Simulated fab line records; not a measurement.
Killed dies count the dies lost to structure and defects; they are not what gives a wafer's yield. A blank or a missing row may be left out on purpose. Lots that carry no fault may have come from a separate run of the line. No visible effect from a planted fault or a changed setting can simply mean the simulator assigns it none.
fab line records	flow sky130
record: lots: 11	wafers: 33	last_day: 50
route steps=708 shown SD_P@327 SD_N@356 LI_CONTACT@378
lots that met no fault: taken from a fault-free run of the same line
start_h: start of the lot's first displayed wafer, in hours after the record's first day	wait_h: hours from the lot's prior step to this one	" repeats the value in the row above	L1.1+2: a single row standing in for several wafers	- value missing, or start not given	* or withheld: withheld	< > ~ a bound
route shown NAME@n: names a module that has steps shown in the file, with the first one's number in the route	usual: the fault-free wafers' mean and standard deviation	same: alike in all rows	chamber/n: place in a boat	sites: each site's reading	_std_site: the standard deviation of these	_edge_site: inner sites' mean taken away from outer sites' mean	radius_mm: how far each site lies from the wafer's centre	mask NAME#n: copy n	behind: the most recent tool/chamber to have shaped the wafer	hold: reason for holding the lot/hours on hold/outcome of the hold	device: the n, p or np transistor that did not switch	end of line: the tests these same wafers got at the end of their route	a step without rows: its recipe alone	killed: count of dies lost to structure and defects at first sort (not the wafer's yield)	map: per-die view of a wafer (x killed, . not killed, _ where there is no die)
set.NAME: the setting the step ran with; set.NAME@STEP: the setting that earlier step ran with	model.NAME: the simulator's own value behind a step, which no gauge read
route steps across a sampled set of lots; one table per step, one row per wafer
services: when a tool's chamber went out of use (start_h, in hours from the record's first day, below 0 if earlier), for how many hours, and the reason
== steps ==
step: SKY_SD_P_CD_MEAS_07
recipe: target_cd_nm: 380
usual: cd_nm: 380.2/2.8
lot.wafer	tool	chamber	start_h	wait_h	cd_nm
L457.1	cd_sem-01	-	585.92	0.1	380.0
L457.3	"	-	"	"	381.2
L457.4	"	-	"	"	377.3
L458.4	cd_sem-02	-	587.60	0.1	381.4
L458.5	"	-	"	"	384.5
L458.6	"	-	"	"	385.2
L464.3	cd_sem-02	-	651.46	0.1	380.9
L464.4	"	-	"	"	381.0
L464.6	"	-	"	"	381.5
L465.4	cd_sem-02	-	654.25	0.1	381.2
L465.5	"	-	"	"	377.0
L465.6	"	-	"	"	382.0
L468.1	cd_sem-01	-	678.64	0.1	376.9
L468.4	"	-	"	"	381.9
L468.6	"	-	"	"	380.2
L472.2	cd_sem-02	-	724.79	0.1	380.1
L472.3	"	-	"	"	381.7
L472.5	"	-	"	"	382.0
L476.2	cd_sem-01	-	742.74	0.1	382.0
L476.4	"	-	"	"	380.6
L476.6	"	-	"	"	378.7
L477.1	cd_sem-02	-	751.16	0.1	376.0
L477.4	"	-	"	"	379.8
L477.6	"	-	"	"	378.0
L478.2	cd_sem-02	-	760.16	0.1	382.2
L478.5	"	-	"	"	380.3
L478.6	"	-	"	"	381.5
L479.1	cd_sem-01	-	789.27	0.1	384.5
L479.3	"	-	"	"	381.8
L479.4	"	-	"	"	380.5
L480.2	cd_sem-01	-	789.59	0.1	381.0
L480.4	"	-	"	"	379.6
L480.5	"	-	"	"	377.8
step: SKY_SD_N_RTA_14
recipe: temp_c: 1075	time_s: 2	idle_temp_c: 650	ramp_up_c_per_s: 150	ramp_down_c_per_s: 90	ambient: N2
usual: lamp_power_pct: 15.73/0.054	wafer_temp_C_max: 1078.0/1.4
lot.wafer	tool	chamber	start_h	wait_h	lamp_power_pct	wafer_temp_C_max
L457.1	rtp_anneal-02	0	645.08	0.0	15.73	1078.3
L457.3	"	0	"	"	15.71	1077.9
L457.4	"	0	"	"	15.76	1077.4
L458.4	rtp_anneal-01	0	647.10	0.0	15.82	1075.6
L458.5	"	0	"	"	15.79	1078.7
L458.6	"	0	"	"	15.76	1078.6
L464.3	rtp_anneal-01	0	709.03	0.0	15.72	1078.3
L464.4	"	0	"	"	15.66	1076.6
L464.6	"	0	"	"	15.75	1077.3
L465.4	rtp_anneal-02	0	712.16	0.0	15.67	1076.8
L465.5	"	0	"	"	15.76	1079.0
L465.6	"	0	"	"	15.73	1076.4
L468.1	rtp_anneal-02	0	736.36	0.0	15.74	1077.4
L468.4	"	0	"	"	15.77	1077.0
L468.6	"	0	"	"	15.72	1083.0
L472.2	rtp_anneal-01	0	779.98	0.0	15.73	1078.5
L472.3	"	0	"	"	15.64	1080.5
L472.5	"	0	"	"	15.74	1077.3
L476.2	rtp_anneal-01	0	796.67	0.0	15.76	1076.0
L476.4	"	0	"	"	15.75	1077.5
L476.6	"	0	"	"	15.68	1079.1
L477.1	rtp_anneal-02	0	804.26	0.0	15.66	1079.2
L477.4	"	0	"	"	15.71	1077.5
L477.6	"	0	"	"	15.78	1078.3
L478.2	rtp_anneal-01	0	813.00	0.0	15.81	1078.9
L478.5	"	0	"	"	15.70	1077.4
L478.6	"	0	"	"	15.74	1080.7
L479.1	rtp_anneal-02	0	842.22	0.0	15.71	1078.7
L479.3	"	0	"	"	15.75	1079.0
L479.4	"	0	"	"	15.77	1076.8
L480.2	rtp_anneal-02	0	842.65	0.0	15.75	1075.9
L480.4	"	0	"	"	15.80	1076.6
L480.5	"	0	"	"	15.71	1077.4
step: SKY_SD_N_RS_MEAS_16
recipe: thk_meas_gauge: four-point-probe
usual: SD_N_RS: 67.92/0.12
lot.wafer	tool	chamber	start_h	wait_h	hold	SD_N_RS[ohm/sq]
L457.1	film_metro-04	-	645.25	0.1	-	67.92
L457.3	"	-	"	"	-	67.71
L457.4	"	-	"	"	-	67.89
L458.4	film_metro-03	-	647.31	0.1	-	67.99
L458.5	"	-	"	"	-	68.01
L458.6	"	-	"	"	-	67.92
L464.3	film_metro-02	-	709.23	0.1	-	67.86
L464.4	"	-	"	"	-	67.85
L464.6	"	-	"	"	-	67.72
L465.4	film_metro-03	-	712.37	0.1	await_dispo/0.2h/release	70.63
L465.5	"	-	"	"	await_dispo/0.2h/release	70.56
L465.6	"	-	"	"	await_dispo/0.2h/release	70.48
L465.4	film_metro-03	-	713.36	1.0	-	70.71
L465.5	"	-	"	"	-	70.50
L465.6	"	-	"	"	-	70.61
L468.1	film_metro-03	-	736.53	0.1	await_dispo/0.2h/release	70.83
L468.4	"	-	"	"	await_dispo/0.2h/release	70.68
L468.6	"	-	"	"	await_dispo/0.2h/release	70.66
L468.1	film_metro-03	-	736.89	0.3	-	70.74
L468.4	"	-	"	"	-	70.59
L468.6	"	-	"	"	-	70.78
L472.2	film_metro-03	-	780.17	0.1	-	67.88
L472.3	"	-	"	"	-	68.06
L472.5	"	-	"	"	-	68.10
L476.2	film_metro-03	-	796.85	0.1	-	68.11
L476.4	"	-	"	"	-	68.12
L476.6	"	-	"	"	-	67.96
L477.1	film_metro-02	-	804.43	0.1	-	67.84
L477.4	"	-	"	"	-	67.95
L477.6	"	-	"	"	-	67.86
L478.2	film_metro-04	-	813.18	0.1	-	67.93
L478.5	"	-	"	"	-	67.92
L478.6	"	-	"	"	-	67.91
L479.1	film_metro-04	-	842.39	0.1	-	67.95
L479.3	"	-	"	"	-	67.85
L479.4	"	-	"	"	-	67.87
L480.2	film_metro-03	-	842.84	0.1	-	67.84
L480.4	"	-	"	"	-	67.91
L480.5	"	-	"	"	-	67.90
step: SKY_SD_N_RS_MEAS_17
recipe: thk_meas_gauge: four-point-probe
usual: SD_P_RS: 147.0/0.36
lot.wafer	tool	chamber	start_h	wait_h	hold	SD_P_RS[ohm/sq]
L457.1	film_metro-04	-	645.37	0.1	-	147.1
L457.3	"	-	"	"	-	146.4
L457.4	"	-	"	"	-	146.6
L458.4	film_metro-03	-	647.43	0.1	-	147.3
L458.5	"	-	"	"	-	147.2
L458.6	"	-	"	"	-	146.7
L464.3	film_metro-02	-	709.35	0.1	-	146.5
L464.4	"	-	"	"	-	146.4
L464.6	"	-	"	"	-	146.3
L465.4	film_metro-03	-	719.20	5.8	await_dispo/0.2h/release	162.8
L465.5	"	-	"	"	await_dispo/0.2h/release	161.9
L465.6	"	-	"	"	await_dispo/0.2h/release	162.3
L465.4	film_metro-03	-	719.48	0.3	-	162.8
L465.5	"	-	"	"	-	162.3
L465.6	"	-	"	"	-	162.7
L468.1	film_metro-03	-	748.47	11.6	await_dispo/0.2h/release	162.4
L468.4	"	-	"	"	await_dispo/0.2h/release	162.2
L468.6	"	-	"	"	await_dispo/0.2h/release	162.3
L468.1	film_metro-03	-	748.76	0.3	-	162.7
L468.4	"	-	"	"	-	161.9
L468.6	"	-	"	"	-	162.2
L472.2	film_metro-03	-	780.29	0.1	-	147.1
L472.3	"	-	"	"	-	147.2
L472.5	"	-	"	"	-	147.5
L476.2	film_metro-03	-	796.97	0.1	-	147.0
L476.4	"	-	"	"	-	147.5
L476.6	"	-	"	"	-	147.1
L477.1	film_metro-02	-	804.55	0.1	-	146.5
L477.4	"	-	"	"	-	146.6
L477.6	"	-	"	"	-	146.5
L478.2	film_metro-04	-	813.30	0.1	-	146.9
L478.5	"	-	"	"	-	146.6
L478.6	"	-	"	"	-	147.0
L479.1	film_metro-04	-	842.51	0.1	-	147.3
L479.3	"	-	"	"	-	146.9
L479.4	"	-	"	"	-	146.9
L480.2	film_metro-03	-	842.96	0.1	-	147.2
L480.4	"	-	"	"	-	147.1
L480.5	"	-	"	"	-	147.0
step: SKY_LI_CONTACT_STRIP_16
recipe: chemistry: O2/N2	power_w: 1400	pressure_mtorr: 1500	platen_temp_c: withheld	o2_flow_sccm: 3000	n2_flow_sccm: 300	overash_fraction: 0.5
usual: drypump_motor_current_A: 5.8/0.31	n2_flow_sccm: 300.0/0.87	oes_product_au: 0.375/0.0048	strip_time_to_endpoint_s: 3.486/0.028
lot.wafer	tool	chamber	start_h	wait_h	drypump_motor_current_A	n2_flow_sccm	oes_product_au	rf_hours_counter_h	strip_time_to_endpoint_s
L457.1	plasma_asher-04	0	674.90	-	5.8	298.8	0.377	56	3.477
L457.3	"	0	"	"	5.8	298.7	0.372	-	3.491
L457.4	"	1	"	"	5.5	300.7	0.375	-	3.459
L458.4	plasma_asher-01	1	676.86	-	6.0	301.3	0.376	-	3.520
L458.5	"	1	"	"	6.0	299.7	0.370	-	3.519
L458.6	"	0	"	"	6.5	302.0	0.384	-	3.516
L464.3	plasma_asher-03	0	738.44	-	5.7	299.5	0.371	-	3.449
L464.4	"	1	"	"	5.7	300.6	0.375	-	3.466
L464.6	"	0	"	"	5.7	299.8	0.372	-	3.410
L465.4	plasma_asher-03	1	740.94	-	5.7	299.3	0.369	-	3.423
L465.5	"	1	"	"	5.7	300.2	0.376	-	3.477
L465.6	"	0	"	"	5.7	300.3	0.371	-	3.458
L468.1	plasma_asher-03	0	763.87	-	5.7	300.2	0.373	89	3.486
L468.4	"	0	"	"	5.7	299.9	0.375	-	3.526
L468.6	"	1	"	"	5.7	301.9	0.376	-	3.495
L472.2	plasma_asher-04	0	807.71	-	5.8	298.7	0.371	71	3.478
L472.3	"	1	"	"	5.5	299.7	0.367	-	3.455
L472.5	"	1	"	"	5.5	299.2	0.380	-	3.443
L476.2	plasma_asher-03	1	824.45	-	5.7	300.1	0.362	93	3.448
L476.4	"	0	"	"	5.7	299.6	0.373	-	3.439
L476.6	"	1	"	"	5.7	300.5	0.381	-	3.458
L477.1	plasma_asher-04	1	831.25	-	5.5	300.2	0.373	74	3.526
L477.4	"	1	"	"	5.5	300.5	0.372	-	3.499
L477.6	"	0	"	"	5.8	299.6	0.367	-	3.504
L478.2	plasma_asher-04	1	840.55	-	5.5	300.4	0.377	75	3.498
L478.5	"	0	"	"	5.8	300.2	0.373	-	3.496
L478.6	"	1	"	"	5.5	299.8	0.369	-	3.477
L479.1	plasma_asher-04	0	869.55	-	5.8	300.7	0.382	78	3.499
L479.3	"	0	"	"	5.8	299.8	0.376	-	3.472
L479.4	"	1	"	"	5.5	299.9	0.377	-	3.469
L480.2	plasma_asher-01	0	870.56	-	6.5	299.5	0.372	40	3.492
L480.4	"	1	"	"	6.0	301.4	0.377	-	3.487
L480.5	"	1	"	"	6.0	300.9	0.388	-	3.514
step: SKY_LI_CONTACT_CVD_21
recipe: material: W	target_thk_nm: 400	time_s: 120.56	temp_c: 400	pressure_torr: 40
usual: heater_power_outer_w: 541/37	heater_power_w: 895/55
lot.wafer	tool	chamber	start_h	wait_h	heater_power_outer_w	heater_power_w
L457.1	cvd_w-02	1	675.35	0.0	514	827
L457.3	"	1	"	"	519	809
L457.4	"	0	"	"	500	833
L458.4	cvd_w-01	0	677.30	0.1	537	894
L458.5	"	0	"	"	530	869
L458.6	"	1	"	"	599	959
L464.3	cvd_w-02	0	738.88	0.1	512	853
L464.4	"	1	"	"	523	855
L464.6	"	0	"	"	497	832
L465.4	cvd_w-01	0	741.38	0.1	534	892
L465.5	"	1	"	"	575	975
L465.6	"	0	"	"	528	881
L468.1	cvd_w-01	0	764.39	0.0	538	879
L468.4	"	0	"	"	539	900
L468.6	"	0	"	"	534	904
L472.2	cvd_w-01	0	808.16	0.0	535	891
L472.3	"	1	"	"	594	972
L472.5	"	0	"	"	538	883
L476.2	cvd_w-02	0	824.88	0.0	512	838
L476.4	"	1	"	"	531	866
L476.6	"	0	"	"	507	845
L477.1	cvd_w-01	0	831.70	0.0	520	886
L477.4	"	0	"	"	525	914
L477.6	"	1	"	"	603	971
L478.2	cvd_w-01	0	841.00	0.0	533	909
L478.5	"	1	"	"	603	986
L478.6	"	0	"	"	540	914
L479.1	cvd_w-01	1	869.98	0.0	603	983
L479.3	"	1	"	"	598	976
L479.4	"	0	"	"	539	894
L480.2	cvd_w-01	0	870.99	0.0	537	909
L480.4	"	1	"	"	609	976
L480.5	"	0	"	"	535	904
== services ==
tool	chamber	start_h	hours	kind
plasma_asher-03	-	751.39	2.1	repair
cvd_w-02	0	753.71	10.1	repair
plasma_asher-03	-	781.30	2.8	pm
plasma_asher-03	-	789.63	17.3	repair
plasma_asher-01	-	791.39	28.3	pm
plasma_asher-03	-	817.75	1.3	repair
== key ==
first_sign: step: SKY_SD_N_RS_MEAS_16	reading: visit	direction: added
effect: step: SKY_SD_N_RS_MEAS_16	reading: SD_N_RS	direction: up	sigmas: 23	usual: 67.92	struck: 70.64
effect: step: SKY_SD_N_RS_MEAS_17	reading: visit	direction: added
effect: step: SKY_SD_N_RS_MEAS_17	reading: SD_P_RS	direction: up	sigmas: 42	usual: 147.0	struck: 162.3
met_at SKY_SD_N_RTA_14
struck_lots L465,L468
tester_left_out L465,L468
not_acting_at SKY_SD_P_CD_MEAS_07,SKY_LI_CONTACT_STRIP_16,SKY_LI_CONTACT_CVD_21
onset_between 645.08 712.16
fault: kind: process_parameter_drift	tool: rtp_anneal-02	chamber: -	onset_h: 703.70	steps: SKY_SD_N_RTA_14	channel: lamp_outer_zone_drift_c	offset: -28	shape: step	end_h: 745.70
tester_left_out: of these lots the tester's yield and bins aren't shown, on N5 and GAA mostly nor the transistor test; their killed dies are dies lost to structure and defects alone, not to doping, threshold or leakage, so they don't give the yield
